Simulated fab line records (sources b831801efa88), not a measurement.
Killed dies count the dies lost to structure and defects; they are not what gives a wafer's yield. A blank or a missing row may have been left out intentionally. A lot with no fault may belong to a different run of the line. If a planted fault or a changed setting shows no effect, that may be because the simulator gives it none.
Chamber matching || flow sfqLine || SFQ_TRILAYER_I0_CMP_CMP_028 on cmp-01 has 4 sister chambers
The step polishes SiO2. 8 wafers are shown with their chamber, then 7 later ones without.

## WAFERS, EACH WITH ITS CHAMBER
{"wafer": "L414.3", "chamber": 3, "motorCurrentA (A)": 8.6, "timeToEndpointS (s)": 211}
{"wafer": "L421.3", "chamber": 2, "motorCurrentA (A)": 11.0, "timeToEndpointS (s)": 204}
{"wafer": "L421.5", "chamber": 1, "motorCurrentA (A)": 11.1, "timeToEndpointS (s)": 222}
{"wafer": "L422.4", "chamber": 0, "motorCurrentA (A)": 10.6, "timeToEndpointS (s)": 212}
{"wafer": "L422.5", "chamber": 3, "motorCurrentA (A)": 8.7, "timeToEndpointS (s)": 212}
{"wafer": "L422.6", "chamber": 0, "motorCurrentA (A)": 11.6, "timeToEndpointS (s)": 208}
{"wafer": "L423.2", "chamber": 2, "motorCurrentA (A)": 11.3, "timeToEndpointS (s)": 199}
{"wafer": "L423.3", "chamber": 1, "motorCurrentA (A)": 10.9, "timeToEndpointS (s)": 212}

## WAFERS WHOSE CHAMBER IS MISSING
{"wafer": "L423.4", "motorCurrentA (A)": 8.7, "timeToEndpointS (s)": 212}
{"wafer": "L425.2", "motorCurrentA (A)": 8.9, "timeToEndpointS (s)": 216}
{"wafer": "L425.4", "motorCurrentA (A)": 11.1, "timeToEndpointS (s)": 210}
{"wafer": "L425.5", "motorCurrentA (A)": 10.7, "timeToEndpointS (s)": 223}
{"wafer": "L427.1", "motorCurrentA (A)": 8.3, "timeToEndpointS (s)": 209}
{"wafer": "L427.3", "motorCurrentA (A)": 10.8, "timeToEndpointS (s)": 208}
{"wafer": "L427.6", "motorCurrentA (A)": 11.1, "timeToEndpointS (s)": 216}

## CHAMBER TAKEN BY EACH
{"wafer": "L423.4", "from the rows above": 3, "in truth": 3}
{"wafer": "L425.2", "from the rows above": 3, "in truth": 3}
{"wafer": "L425.4", "from the rows above": "can't be placed: 0 or 1", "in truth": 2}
{"wafer": "L425.5", "from the rows above": "can't be placed: 1 or 0", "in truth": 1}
{"wafer": "L427.1", "from the rows above": 3, "in truth": 3}
{"wafer": "L427.3", "from the rows above": "can't be placed: 0 or 2 or 1", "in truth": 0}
{"wafer": "L427.6", "from the rows above": "can't be placed: 1 or 0", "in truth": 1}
3 of 7 placed correctly. Cannot be placed on the basis of these rows: 4; the candidates contain the true chamber in 3. 0 placed wrongly.
How it was worked out, from the rows above alone: a wafer's distance from a chamber is the root of the sum, over the readings, of the square of ((its reading less the chamber's mean) divided by the reading's scatter). If the next closest chamber is less than 2 further off than the closest, the wafer can't be placed; otherwise it belongs to the closest. The mean given for a chamber averages the wafers shown for that chamber. The scatter: take each reading less its chamber's mean, square it, sum over the shown wafers, divide by the number of wafers less the number of chambers, and take the root.
